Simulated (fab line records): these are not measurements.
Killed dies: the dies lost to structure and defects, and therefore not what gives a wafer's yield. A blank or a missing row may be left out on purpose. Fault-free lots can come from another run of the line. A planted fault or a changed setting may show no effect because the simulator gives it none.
fab line records / flow sky130
record: lots: 12 wafers: 36 last_day: 50
route steps=708 shown METAL3@533 VIA4@651 PAD_OPEN@707
lots that met no fault: from a run of the same line without faults
start_h: start of the lot's first displayed wafer, in hours after the record's first day / wait_h: how many hours have passed since the lot's step before this one / " identical to the entry in the row above / L1.1+2: a single row standing in for several wafers / - no value present, or no start provided / * or withheld: withheld / < > ~ a bound
route shown NAME@n: a module of which the file shows steps, and the number in the route of the first / usual: average and standard deviation across the fault-free wafers / same: alike in all rows / chamber/n: place in a boat / sites: each site's reading / _std_site: how widely they spread, as a standard deviation / _edge_site: the outer-site mean with the inner-site mean subtracted / radius_mm: how far each site lies from the wafer's centre / mask NAME#n: copy n / behind: the most recent tool/chamber to have shaped the wafer / hold: the reason the lot was held/the length of the hold in hours/how it ended / device: which transistor (n, p or np) failed to switch / end of line: the same wafers' tests at the end of the route / a step with no rows: only its recipe / killed: dies that structure and defects cost at the first sort, which is not the same as the wafer's yield / map: per-die view of a wafer (x killed, . not killed, _ where there is no die)
set.NAME: the setting as run; set.NAME@STEP: as run at that earlier step / model.NAME: the simulator's own value behind a step, which no gauge read
the route's steps for a sample of lots (tables are steps, rows are wafers)
services: a tool's chamber out of use, with start hour (start_h, from the record's first day; less than 0 if before it), hours out, and reason
== steps ==
step: SKY_METAL3_SPUTTER_01
recipe: material: TiN target_thk_nm: 20 power_w: 6500 time_s: 16.7 chamber_pressure_pa: 0.4
usual: throttle_valve_pct: 30.1/1.2
lot.wafer=L177.1 tool=pvd_sputter-02 chamber=- start_h=863.37 wait_h=0.0 throttle_valve_pct=33.0
lot.wafer=L177.4 tool=pvd_sputter-02 chamber=- start_h=863.37 wait_h=0.0 throttle_valve_pct=31.9
lot.wafer=L177.6 tool=pvd_sputter-02 chamber=- start_h=863.37 wait_h=0.0 throttle_valve_pct=30.6
lot.wafer=L178.2 tool=pvd_sputter-03 chamber=- start_h=865.92 wait_h=0.0 throttle_valve_pct=29.3
lot.wafer=L178.3 tool=pvd_sputter-03 chamber=- start_h=865.92 wait_h=0.0 throttle_valve_pct=28.0
lot.wafer=L178.6 tool=pvd_sputter-03 chamber=- start_h=865.92 wait_h=0.0 throttle_valve_pct=28.0
lot.wafer=L179.3 tool=pvd_sputter-01 chamber=- start_h=877.46 wait_h=0.0 throttle_valve_pct=29.6
lot.wafer=L179.5 tool=pvd_sputter-01 chamber=- start_h=877.46 wait_h=0.0 throttle_valve_pct=29.6
lot.wafer=L179.6 tool=pvd_sputter-01 chamber=- start_h=877.46 wait_h=0.0 throttle_valve_pct=30.3
lot.wafer=L180.3 tool=pvd_sputter-03 chamber=- start_h=888.44 wait_h=0.0 throttle_valve_pct=30.5
lot.wafer=L180.4 tool=pvd_sputter-03 chamber=- start_h=888.44 wait_h=0.0 throttle_valve_pct=30.6
lot.wafer=L180.5 tool=pvd_sputter-03 chamber=- start_h=888.44 wait_h=0.0 throttle_valve_pct=30.3
lot.wafer=L182.1 tool=pvd_sputter-02 chamber=- start_h=898.59 wait_h=0.0 throttle_valve_pct=30.6
lot.wafer=L182.4 tool=pvd_sputter-02 chamber=- start_h=898.59 wait_h=0.0 throttle_valve_pct=33.1
lot.wafer=L182.6 tool=pvd_sputter-02 chamber=- start_h=898.59 wait_h=0.0 throttle_valve_pct=30.4
lot.wafer=L183.2 tool=pvd_sputter-03 chamber=- start_h=906.12 wait_h=0.0 throttle_valve_pct=28.7
lot.wafer=L183.4 tool=pvd_sputter-03 chamber=- start_h=906.12 wait_h=0.0 throttle_valve_pct=28.2
lot.wafer=L183.6 tool=pvd_sputter-03 chamber=- start_h=906.12 wait_h=0.0 throttle_valve_pct=30.2
lot.wafer=L185.2 tool=pvd_sputter-03 chamber=- start_h=911.78 wait_h=0.0 throttle_valve_pct=29.1
lot.wafer=L185.5 tool=pvd_sputter-03 chamber=- start_h=911.78 wait_h=0.0 throttle_valve_pct=29.2
lot.wafer=L185.6 tool=pvd_sputter-03 chamber=- start_h=911.78 wait_h=0.0 throttle_valve_pct=28.0
lot.wafer=L186.2 tool=pvd_sputter-03 chamber=- start_h=927.39 wait_h=0.0 throttle_valve_pct=30.5
lot.wafer=L186.5 tool=pvd_sputter-03 chamber=- start_h=927.39 wait_h=0.0 throttle_valve_pct=30.3
lot.wafer=L186.6 tool=pvd_sputter-03 chamber=- start_h=927.39 wait_h=0.0 throttle_valve_pct=30.6
lot.wafer=L189.2 tool=pvd_sputter-03 chamber=- start_h=937.81 wait_h=0.0 throttle_valve_pct=28.2
lot.wafer=L189.5 tool=pvd_sputter-03 chamber=- start_h=937.81 wait_h=0.0 throttle_valve_pct=30.1
lot.wafer=L189.6 tool=pvd_sputter-03 chamber=- start_h=937.81 wait_h=0.0 throttle_valve_pct=30.4
lot.wafer=L194.1 tool=pvd_sputter-03 chamber=- start_h=963.02 wait_h=0.0 throttle_valve_pct=30.4
lot.wafer=L194.3 tool=pvd_sputter-03 chamber=- start_h=963.02 wait_h=0.0 throttle_valve_pct=28.2
lot.wafer=L194.6 tool=pvd_sputter-03 chamber=- start_h=963.02 wait_h=0.0 throttle_valve_pct=30.3
lot.wafer=L198.1 tool=pvd_sputter-02 chamber=- start_h=998.36 wait_h=0.0 throttle_valve_pct=33.3
lot.wafer=L198.3 tool=pvd_sputter-02 chamber=- start_h=998.36 wait_h=0.0 throttle_valve_pct=29.4
lot.wafer=L198.6 tool=pvd_sputter-02 chamber=- start_h=998.36 wait_h=0.0 throttle_valve_pct=32.1
lot.wafer=L199.1 tool=pvd_sputter-01 chamber=- start_h=999.52 wait_h=0.0 throttle_valve_pct=29.7
lot.wafer=L199.3 tool=pvd_sputter-01 chamber=- start_h=999.52 wait_h=0.0 throttle_valve_pct=29.8
lot.wafer=L199.4 tool=pvd_sputter-01 chamber=- start_h=999.52 wait_h=0.0 throttle_valve_pct=29.2
step: SKY_VIA4_ETCH_12
recipe: target: SiO2 chemistry: C4F8/O2/Ar stop_on: TiN mask_material: NOVOLAK source_w: 1500 bias_w: 1200 pressure_mtorr: 40 c4f8_flow_sccm: withheld O2_flow_sccm: 6 Ar_flow_sccm: 300 time_s: withheld target_depth_a: 5800
usual: oes_product_au: 0.926/0.0052
lot.wafer=L177.1 tool=rie_diel-04 chamber=3 start_h=1016.70 wait_h=0.0 oes_product_au=0.923
lot.wafer=L177.4 tool=rie_diel-04 chamber=1 start_h=1016.70 wait_h=0.0 oes_product_au=0.928
lot.wafer=L177.6 tool=rie_diel-04 chamber=3 start_h=1016.70 wait_h=0.0 oes_product_au=0.930
lot.wafer=L178.2 tool=rie_diel-03 chamber=3 start_h=1017.42 wait_h=0.0 oes_product_au=0.926
lot.wafer=L178.3 tool=rie_diel-03 chamber=2 start_h=1017.42 wait_h=0.0 oes_product_au=0.915
lot.wafer=L178.6 tool=rie_diel-03 chamber=3 start_h=1017.42 wait_h=0.0 oes_product_au=0.923
lot.wafer=L179.3 tool=rie_diel-04 chamber=3 start_h=1028.63 wait_h=0.0 oes_product_au=0.929
lot.wafer=L179.5 tool=rie_diel-04 chamber=0 start_h=1028.63 wait_h=0.0 oes_product_au=0.932
lot.wafer=L179.6 tool=rie_diel-04 chamber=1 start_h=1028.63 wait_h=0.0 oes_product_au=0.926
lot.wafer=L180.3 tool=rie_diel-02 chamber=0 start_h=1037.62 wait_h=0.0 oes_product_au=0.928
lot.wafer=L180.4 tool=rie_diel-02 chamber=2 start_h=1037.62 wait_h=0.0 oes_product_au=0.924
lot.wafer=L180.5 tool=rie_diel-02 chamber=2 start_h=1037.62 wait_h=0.0 oes_product_au=0.927
lot.wafer=L182.1 tool=rie_diel-04 chamber=0 start_h=1047.48 wait_h=0.0 oes_product_au=0.922
lot.wafer=L182.4 tool=rie_diel-04 chamber=3 start_h=1047.48 wait_h=0.0 oes_product_au=0.928
lot.wafer=L182.6 tool=rie_diel-04 chamber=3 start_h=1047.48 wait_h=0.0 oes_product_au=0.933
lot.wafer=L183.2 tool=rie_diel-02 chamber=2 start_h=1054.42 wait_h=0.0 oes_product_au=0.922
lot.wafer=L183.4 tool=rie_diel-02 chamber=0 start_h=1054.42 wait_h=0.0 oes_product_au=0.920
lot.wafer=L183.6 tool=rie_diel-02 chamber=0 start_h=1054.42 wait_h=0.0 oes_product_au=0.916
lot.wafer=L185.2 tool=rie_diel-03 chamber=3 start_h=1058.92 wait_h=0.0 oes_product_au=0.928
lot.wafer=L185.5 tool=rie_diel-03 chamber=3 start_h=1058.92 wait_h=0.0 oes_product_au=0.922
lot.wafer=L185.6 tool=rie_diel-03 chamber=2 start_h=1058.92 wait_h=0.0 oes_product_au=0.923
lot.wafer=L186.2 tool=rie_diel-03 chamber=2 start_h=1071.57 wait_h=0.0 oes_product_au=0.926
lot.wafer=L186.5 tool=rie_diel-03 chamber=2 start_h=1071.57 wait_h=0.0 oes_product_au=0.928
lot.wafer=L186.6 tool=rie_diel-03 chamber=1 start_h=1071.57 wait_h=0.0 oes_product_au=0.927
lot.wafer=L189.2 tool=rie_diel-03 chamber=2 start_h=1080.43 wait_h=0.0 oes_product_au=0.922
lot.wafer=L189.5 tool=rie_diel-03 chamber=1 start_h=1080.43 wait_h=0.0 oes_product_au=0.933
lot.wafer=L189.6 tool=rie_diel-03 chamber=2 start_h=1080.43 wait_h=0.0 oes_product_au=0.926
lot.wafer=L194.1 tool=rie_diel-04 chamber=1 start_h=1104.02 wait_h=0.0 oes_product_au=0.925
lot.wafer=L194.3 tool=rie_diel-04 chamber=3 start_h=1104.02 wait_h=0.0 oes_product_au=0.929
lot.wafer=L194.6 tool=rie_diel-04 chamber=1 start_h=1104.02 wait_h=0.0 oes_product_au=0.928
lot.wafer=L198.1 tool=rie_diel-04 chamber=3 start_h=1133.72 wait_h=0.0 oes_product_au=0.920
lot.wafer=L198.3 tool=rie_diel-04 chamber=1 start_h=1133.72 wait_h=0.0 oes_product_au=0.927
lot.wafer=L198.6 tool=rie_diel-04 chamber=0 start_h=1133.72 wait_h=0.0 oes_product_au=0.919
lot.wafer=L199.1 tool=rie_diel-03 chamber=2 start_h=1135.08 wait_h=0.0 oes_product_au=0.935
lot.wafer=L199.3 tool=rie_diel-03 chamber=0 start_h=1135.08 wait_h=0.0 oes_product_au=0.916
lot.wafer=L199.4 tool=rie_diel-03 chamber=1 start_h=1135.08 wait_h=0.0 oes_product_au=0.934
step: SKY_VIA4_CMP_21
recipe: stop_on: SiO2 t_overpolish_s: 25 down_force_psi: 3.5 platen_rpm: 60 target_thk_nm: 0 pad_velocity_m_s: 0.94248
usual: motor_current_A: 10.8/1.1 overpolish_run_s: 25.001/0.0088 retaining_ring_pressure_frac: 1.001/0.005 time_to_endpoint_s: 122/6
lot.wafer=L177.4 tool=cmp-02 chamber=1 start_h=1017.86 wait_h=0.1 motor_current_A=11.2 overpolish_run_s=24.994 retaining_ring_pressure_frac=1.001 time_to_endpoint_s=116
lot.wafer=L177.1 tool=cmp-02 chamber=2 start_h=1017.86 wait_h=0.1 motor_current_A=12.5 overpolish_run_s=24.996 retaining_ring_pressure_frac=0.999 time_to_endpoint_s=117
lot.wafer=L177.6 tool=cmp-02 chamber=3 start_h=1017.86 wait_h=0.1 motor_current_A=12.7 overpolish_run_s=24.986 retaining_ring_pressure_frac=0.999 time_to_endpoint_s=125
lot.wafer=L178.2 tool=cmp-01 chamber=0 start_h=1018.53 wait_h=0.1 motor_current_A=9.7 overpolish_run_s=24.995 retaining_ring_pressure_frac=1.006 time_to_endpoint_s=126
lot.wafer=L178.3 tool=cmp-01 chamber=2 start_h=1018.53 wait_h=0.1 motor_current_A=10.2 overpolish_run_s=25.001 retaining_ring_pressure_frac=0.994 time_to_endpoint_s=131
lot.wafer=L178.6 tool=cmp-01 chamber=3 start_h=1018.53 wait_h=0.1 motor_current_A=10.2 overpolish_run_s=25.005 retaining_ring_pressure_frac=0.996 time_to_endpoint_s=121
lot.wafer=L179.3 tool=cmp-01 chamber=3 start_h=1029.78 wait_h=0.1 motor_current_A=10.4 overpolish_run_s=25.011 retaining_ring_pressure_frac=0.996 time_to_endpoint_s=123
lot.wafer=L179.5 tool=cmp-01 chamber=1 start_h=1029.78 wait_h=0.1 motor_current_A=10.8 overpolish_run_s=25.012 retaining_ring_pressure_frac=0.997 time_to_endpoint_s=134
lot.wafer=L179.6 tool=cmp-01 chamber=2 start_h=1029.78 wait_h=0.1 motor_current_A=10.2 overpolish_run_s=25.006 retaining_ring_pressure_frac=1.009 time_to_endpoint_s=131
lot.wafer=L180.4 tool=cmp-02 chamber=1 start_h=1038.77 wait_h=0.1 motor_current_A=10.9 overpolish_run_s=24.987 retaining_ring_pressure_frac=1.000 time_to_endpoint_s=114
lot.wafer=L180.3 tool=cmp-02 chamber=2 start_h=1038.77 wait_h=0.1 motor_current_A=12.9 overpolish_run_s=25.000 retaining_ring_pressure_frac=1.000 time_to_endpoint_s=120
lot.wafer=L180.5 tool=cmp-02 chamber=1 start_h=1038.77 wait_h=0.1 motor_current_A=10.9 overpolish_run_s=25.004 retaining_ring_pressure_frac=0.992 time_to_endpoint_s=113
lot.wafer=L182.1 tool=cmp-02 chamber=2 start_h=1048.53 wait_h=0.1 motor_current_A=12.4 overpolish_run_s=25.015 retaining_ring_pressure_frac=1.003 time_to_endpoint_s=122
lot.wafer=L182.4 tool=cmp-02 chamber=0 start_h=1048.53 wait_h=0.1 motor_current_A=11.1 overpolish_run_s=24.993 retaining_ring_pressure_frac=1.005 time_to_endpoint_s=130
lot.wafer=L182.6 tool=cmp-02 chamber=3 start_h=1048.53 wait_h=0.1 motor_current_A=13.4 overpolish_run_s=24.998 retaining_ring_pressure_frac=0.997 time_to_endpoint_s=123
lot.wafer=L183.2 tool=cmp-01 chamber=3 start_h=1055.58 wait_h=0.1 motor_current_A=10.3 overpolish_run_s=25.009 retaining_ring_pressure_frac=1.003 time_to_endpoint_s=118
lot.wafer=L183.4 tool=cmp-01 chamber=0 start_h=1055.58 wait_h=0.1 motor_current_A=9.1 overpolish_run_s=25.012 retaining_ring_pressure_frac=1.004 time_to_endpoint_s=121
lot.wafer=L183.6 tool=cmp-01 chamber=1 start_h=1055.58 wait_h=0.1 motor_current_A=10.0 overpolish_run_s=24.992 retaining_ring_pressure_frac=1.001 time_to_endpoint_s=124
lot.wafer=L185.2 tool=cmp-01 chamber=1 start_h=1060.62 wait_h=0.6 motor_current_A=10.7 overpolish_run_s=24.973 retaining_ring_pressure_frac=1.002 time_to_endpoint_s=124
lot.wafer=L185.5 tool=cmp-01 chamber=3 start_h=1060.62 wait_h=0.6 motor_current_A=10.2 overpolish_run_s=25.017 retaining_ring_pressure_frac=0.995 time_to_endpoint_s=117
lot.wafer=L185.6 tool=cmp-01 chamber=0 start_h=1060.62 wait_h=0.6 motor_current_A=9.2 overpolish_run_s=25.016 retaining_ring_pressure_frac=0.993 time_to_endpoint_s=116
lot.wafer=L186.2 tool=cmp-01 chamber=1 start_h=1072.78 wait_h=0.2 motor_current_A=10.6 overpolish_run_s=25.003 retaining_ring_pressure_frac=1.000 time_to_endpoint_s=121
lot.wafer=L186.5 tool=cmp-01 chamber=2 start_h=1072.78 wait_h=0.2 motor_current_A=9.8 overpolish_run_s=25.002 retaining_ring_pressure_frac=0.998 time_to_endpoint_s=121
lot.wafer=L186.6 tool=cmp-01 chamber=3 start_h=1072.78 wait_h=0.2 motor_current_A=10.1 overpolish_run_s=24.999 retaining_ring_pressure_frac=1.004 time_to_endpoint_s=113
lot.wafer=L189.2 tool=cmp-02 chamber=2 start_h=1081.62 wait_h=0.1 motor_current_A=12.7 overpolish_run_s=24.998 retaining_ring_pressure_frac=0.995 time_to_endpoint_s=120
lot.wafer=L189.6 tool=cmp-02 chamber=0 start_h=1081.62 wait_h=0.1 motor_current_A=10.5 overpolish_run_s=24.996 retaining_ring_pressure_frac=1.002 time_to_endpoint_s=126
lot.wafer=L189.5 tool=cmp-02 chamber=1 start_h=1081.62 wait_h=0.1 motor_current_A=10.9 overpolish_run_s=25.007 retaining_ring_pressure_frac=1.009 time_to_endpoint_s=112
lot.wafer=L194.3 tool=cmp-01 chamber=2 start_h=1105.20 wait_h=0.1 motor_current_A=10.5 overpolish_run_s=25.003 retaining_ring_pressure_frac=0.995 time_to_endpoint_s=120
lot.wafer=L194.1 tool=cmp-01 chamber=3 start_h=1105.20 wait_h=0.1 motor_current_A=10.7 overpolish_run_s=24.985 retaining_ring_pressure_frac=0.997 time_to_endpoint_s=120
lot.wafer=L194.6 tool=cmp-01 chamber=1 start_h=1105.20 wait_h=0.1 motor_current_A=10.0 overpolish_run_s=25.008 retaining_ring_pressure_frac=0.999 time_to_endpoint_s=129
lot.wafer=L198.1 tool=cmp-01 chamber=1 start_h=1134.83 wait_h=0.1 motor_current_A=10.3 overpolish_run_s=24.987 retaining_ring_pressure_frac=1.003 time_to_endpoint_s=127
lot.wafer=L198.3 tool=cmp-01 chamber=3 start_h=1134.83 wait_h=0.1 motor_current_A=10.6 overpolish_run_s=24.991 retaining_ring_pressure_frac=0.992 time_to_endpoint_s=112
lot.wafer=L198.6 tool=cmp-01 chamber=1 start_h=1134.83 wait_h=0.1 motor_current_A=10.9 overpolish_run_s=24.999 retaining_ring_pressure_frac=1.005 time_to_endpoint_s=123
lot.wafer=L199.4 tool=cmp-02 chamber=0 start_h=1136.19 wait_h=0.0 motor_current_A=10.7 overpolish_run_s=25.002 retaining_ring_pressure_frac=1.001 time_to_endpoint_s=135
lot.wafer=L199.1 tool=cmp-02 chamber=1 start_h=1136.19 wait_h=0.0 motor_current_A=10.8 overpolish_run_s=24.993 retaining_ring_pressure_frac=0.999 time_to_endpoint_s=118
lot.wafer=L199.3 tool=cmp-02 chamber=2 start_h=1136.19 wait_h=0.0 motor_current_A=12.6 overpolish_run_s=25.016 retaining_ring_pressure_frac=0.998 time_to_endpoint_s=122
step: SKY_PAD_OPEN_BOW_MEAS_13
recipe: mode: bow
usual: PAD_OPEN_BOW: 50/9.1
lot.wafer=L177.1 tool=film_metro-01 chamber=- start_h=1085.87 wait_h=- PAD_OPEN_BOW[um]=62
lot.wafer=L177.4 tool=film_metro-01 chamber=- start_h=1085.87 wait_h=- PAD_OPEN_BOW[um]=53
lot.wafer=L177.6 tool=film_metro-01 chamber=- start_h=1085.87 wait_h=- PAD_OPEN_BOW[um]=49
lot.wafer=L178.2 tool=film_metro-01 chamber=- start_h=1087.30 wait_h=- PAD_OPEN_BOW[um]=53
lot.wafer=L178.3 tool=film_metro-01 chamber=- start_h=1087.30 wait_h=- PAD_OPEN_BOW[um]=44
lot.wafer=L178.6 tool=film_metro-01 chamber=- start_h=1087.30 wait_h=- PAD_OPEN_BOW[um]=43
lot.wafer=L179.3 tool=film_metro-04 chamber=- start_h=1098.84 wait_h=- PAD_OPEN_BOW[um]=56
lot.wafer=L179.5 tool=film_metro-04 chamber=- start_h=1098.84 wait_h=- PAD_OPEN_BOW[um]=72
lot.wafer=L179.6 tool=film_metro-04 chamber=- start_h=1098.84 wait_h=- PAD_OPEN_BOW[um]=63
lot.wafer=L180.3 tool=film_metro-02 chamber=- start_h=1106.56 wait_h=- PAD_OPEN_BOW[um]=29
lot.wafer=L180.4 tool=film_metro-02 chamber=- start_h=1106.56 wait_h=- PAD_OPEN_BOW[um]=39
lot.wafer=L180.5 tool=film_metro-02 chamber=- start_h=1106.56 wait_h=- PAD_OPEN_BOW[um]=43
lot.wafer=L182.1 tool=film_metro-02 chamber=- start_h=1115.21 wait_h=- PAD_OPEN_BOW[um]=57
lot.wafer=L182.4 tool=film_metro-02 chamber=- start_h=1115.21 wait_h=- PAD_OPEN_BOW[um]=51
lot.wafer=L182.6 tool=film_metro-02 chamber=- start_h=1115.21 wait_h=- PAD_OPEN_BOW[um]=41
lot.wafer=L183.2 tool=film_metro-04 chamber=- start_h=1121.93 wait_h=- PAD_OPEN_BOW[um]=37
lot.wafer=L183.4 tool=film_metro-04 chamber=- start_h=1121.93 wait_h=- PAD_OPEN_BOW[um]=45
lot.wafer=L183.6 tool=film_metro-04 chamber=- start_h=1121.93 wait_h=- PAD_OPEN_BOW[um]=34
lot.wafer=L185.2 tool=film_metro-01 chamber=- start_h=1126.66 wait_h=- PAD_OPEN_BOW[um]=53
lot.wafer=L185.5 tool=film_metro-01 chamber=- start_h=1126.66 wait_h=- PAD_OPEN_BOW[um]=51
lot.wafer=L185.6 tool=film_metro-01 chamber=- start_h=1126.66 wait_h=- PAD_OPEN_BOW[um]=45
lot.wafer=L186.2 tool=film_metro-01 chamber=- start_h=1138.52 wait_h=- PAD_OPEN_BOW[um]=37
lot.wafer=L186.5 tool=film_metro-01 chamber=- start_h=1138.52 wait_h=- PAD_OPEN_BOW[um]=56
lot.wafer=L186.6 tool=film_metro-01 chamber=- start_h=1138.52 wait_h=- PAD_OPEN_BOW[um]=34
lot.wafer=L189.2 tool=film_metro-02 chamber=- start_h=1145.88 wait_h=- PAD_OPEN_BOW[um]=58
lot.wafer=L189.5 tool=film_metro-02 chamber=- start_h=1145.88 wait_h=- PAD_OPEN_BOW[um]=58
lot.wafer=L189.6 tool=film_metro-02 chamber=- start_h=1145.88 wait_h=- PAD_OPEN_BOW[um]=52
lot.wafer=L194.1 tool=film_metro-04 chamber=- start_h=1164.83 wait_h=- PAD_OPEN_BOW[um]=58
lot.wafer=L194.3 tool=film_metro-04 chamber=- start_h=1164.83 wait_h=- PAD_OPEN_BOW[um]=53
lot.wafer=L194.6 tool=film_metro-04 chamber=- start_h=1164.83 wait_h=- PAD_OPEN_BOW[um]=62
lot.wafer=L198.1 tool=film_metro-04 chamber=- start_h=1190.26 wait_h=- PAD_OPEN_BOW[um]=49
lot.wafer=L198.3 tool=film_metro-04 chamber=- start_h=1190.26 wait_h=- PAD_OPEN_BOW[um]=54
lot.wafer=L198.6 tool=film_metro-04 chamber=- start_h=1190.26 wait_h=- PAD_OPEN_BOW[um]=43
lot.wafer=L199.1 tool=film_metro-01 chamber=- start_h=1191.37 wait_h=- PAD_OPEN_BOW[um]=49
lot.wafer=L199.3 tool=film_metro-01 chamber=- start_h=1191.37 wait_h=- PAD_OPEN_BOW[um]=50
lot.wafer=L199.4 tool=film_metro-01 chamber=- start_h=1191.37 wait_h=- PAD_OPEN_BOW[um]=37
step: SKY_PAD_OPEN_PROBE_99
usual: defect_limited_yield: 82.5/1.7 killed_at_M0_to_M3: 43/6.1 killed_at_M4_up: 3.5/2 killed_at_contacts: 25/5.1 killed_at_front_end: 14/4.2 killed_at_other: 0.3/0.55 killed_dies: 86/8.3 killed_open: 46/7.2 killed_short: 39/6 sort_bin_3_pad_short: 0.9/0.42 sort_bin_5_function: 10.3/1.4 sort_bin_6_memory: 6.3/1.1 sort_n_pass: 406/8.3 sort_yield_pct: 82.5/1.7
same: gross_dies: 492 killed_at_back_side: 0 sort_bin_4_leakage[%]: 0 sort_bin_8_speed[%]: 0
lot.wafer=L194.1 tool=prober-02 chamber=- start_h=1164.95 wait_h=0.1 defect_limited_yield[%]=83.1 killed_at_M0_to_M3=39 killed_at_M4_up=4 killed_at_contacts=23 killed_at_front_end=17 killed_at_other=0 killed_dies=83 killed_open=42 killed_short=41 sort_bin_3_pad_short[%]=1.0 sort_bin_5_function[%]=10.2 sort_bin_6_memory[%]=5.7 sort_n_pass=409 sort_yield_pct[%]=83.1
lot.wafer=L194.3 tool=prober-02 chamber=- start_h=1165.05 wait_h=0.2 defect_limited_yield[%]=77.4 killed_at_M0_to_M3=67 killed_at_M4_up=3 killed_at_contacts=25 killed_at_front_end=16 killed_at_other=0 killed_dies=111 killed_open=45 killed_short=32 sort_bin_3_pad_short[%]=1.6 sort_bin_5_function[%]=13.6 sort_bin_6_memory[%]=7.3 sort_n_pass=381 sort_yield_pct[%]=77.4
lot.wafer=L194.6 tool=prober-02 chamber=- start_h=1165.20 wait_h=0.2 defect_limited_yield[%]=83.9 killed_at_M0_to_M3=47 killed_at_M4_up=6 killed_at_contacts=15 killed_at_front_end=11 killed_at_other=0 killed_dies=79 killed_open=40 killed_short=38 sort_bin_3_pad_short[%]=0.6 sort_bin_5_function[%]=9.3 sort_bin_6_memory[%]=6.1 sort_n_pass=413 sort_yield_pct[%]=83.9
killed by level:class
L194.1 VIA1:geometric_particle:open=10 METAL1:geometric_particle:short=7 CONTACT:geometric_particle:open=6 VIA3:geometric_particle:open=6 FIELD_ISO:geometric_particle:open=4 POLY_GATE:geometric_particle:short=4 LI_CONTACT:geometric_particle:open=4 LOCAL_INTERCONNECT:geometric_particle:short=4
L194.3 METAL3:unspecified=34 CONTACT:geometric_particle:open=11 VIA1:geometric_particle:open=8 VIA2:geometric_particle:open=7 CONTACT:geometric_particle:short=6 VIA3:geometric_particle:open=5 LI_CONTACT:geometric_particle:open=4 FIELD_ISO:geometric_particle:open=3
L194.6 VIA1:geometric_particle:open=10 VIA3:geometric_particle:open=8 CONTACT:geometric_particle:open=7 METAL2:geometric_particle:short=5 METAL4:geometric_particle:short=5 VIA2:geometric_particle:short=5 POLY_GATE:geometric_particle:short=4 METAL1:geometric_particle:short=4
== services ==
tool=cmp-02 chamber=- start_h=860.20 hours=5.3 kind=repair
tool=pvd_sputter-03 chamber=- start_h=865.21 hours=0.6 kind=repair
tool=cmp-02 chamber=- start_h=912.21 hours=4.0 kind=pm
tool=cmp-02 chamber=- start_h=917.57 hours=1.1 kind=repair
tool=cmp-01 chamber=- start_h=929.97 hours=1.1 kind=repair
tool=pvd_sputter-03 chamber=- start_h=939.12 hours=3.3 kind=repair
tool=rie_diel-04 chamber=- start_h=958.96 hours=0.9 kind=repair
tool=rie_diel-04 chamber=3 start_h=971.39 hours=16.7 kind=repair
tool=rie_diel-04 chamber=1 start_h=975.23 hours=2.0 kind=repair
tool=rie_diel-04 chamber=2 start_h=980.70 hours=5.0 kind=repair
tool=pvd_sputter-02 chamber=- start_h=981.83 hours=1.2 kind=repair
tool=cmp-01 chamber=- start_h=981.85 hours=2.8 kind=repair
tool=rie_diel-04 chamber=1 start_h=982.26 hours=9.3 kind=repair
tool=rie_diel-03 chamber=1 start_h=982.64 hours=3.1 kind=repair
tool=pvd_sputter-03 chamber=- start_h=1003.83 hours=3.1 kind=repair
tool=rie_diel-03 chamber=1 start_h=1012.42 hours=6.3 kind=repair
tool=pvd_sputter-02 chamber=- start_h=1022.76 hours=20.8 kind=repair
tool=pvd_sputter-02 chamber=- start_h=1029.95 hours=13.0 kind=repair
tool=cmp-02 chamber=- start_h=1044.18 hours=4.0 kind=repair
tool=cmp-02 chamber=- start_h=1052.21 hours=15.0 kind=pm
tool=cmp-01 chamber=- start_h=1070.34 hours=0.4 kind=repair
tool=cmp-01 chamber=- start_h=1084.30 hours=4.0 kind=pm
tool=cmp-01 chamber=- start_h=1114.30 hours=7.5 kind=pm
tool=cmp-02 chamber=- start_h=1127.65 hours=5.5 kind=pm
== key ==
first_sign: step: SKY_PAD_OPEN_PROBE_99 reading: killed_at_M0_to_M3 direction: up sigmas: 3.9 usual: 43 struck: 67
effect: step: SKY_PAD_OPEN_PROBE_99 reading: defect_limited_yield direction: down sigmas: 3 usual: 82.5 struck: 77.4
met_at SKY_METAL3_SPUTTER_01
struck_lots L194
struck_wafers L194.3
not_acting_at SKY_VIA4_ETCH_12,SKY_VIA4_CMP_21,SKY_PAD_OPEN_BOW_MEAS_13
onset_between 937.81 963.02
fault: kind: chamber_particle_source tool: pvd_sputter-03 chamber: - onset_h: 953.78 steps: SKY_METAL3_SPUTTER_01 rate_per_visit_cm2: 0.56919 end_h: 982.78 scope: struck_wafers_only
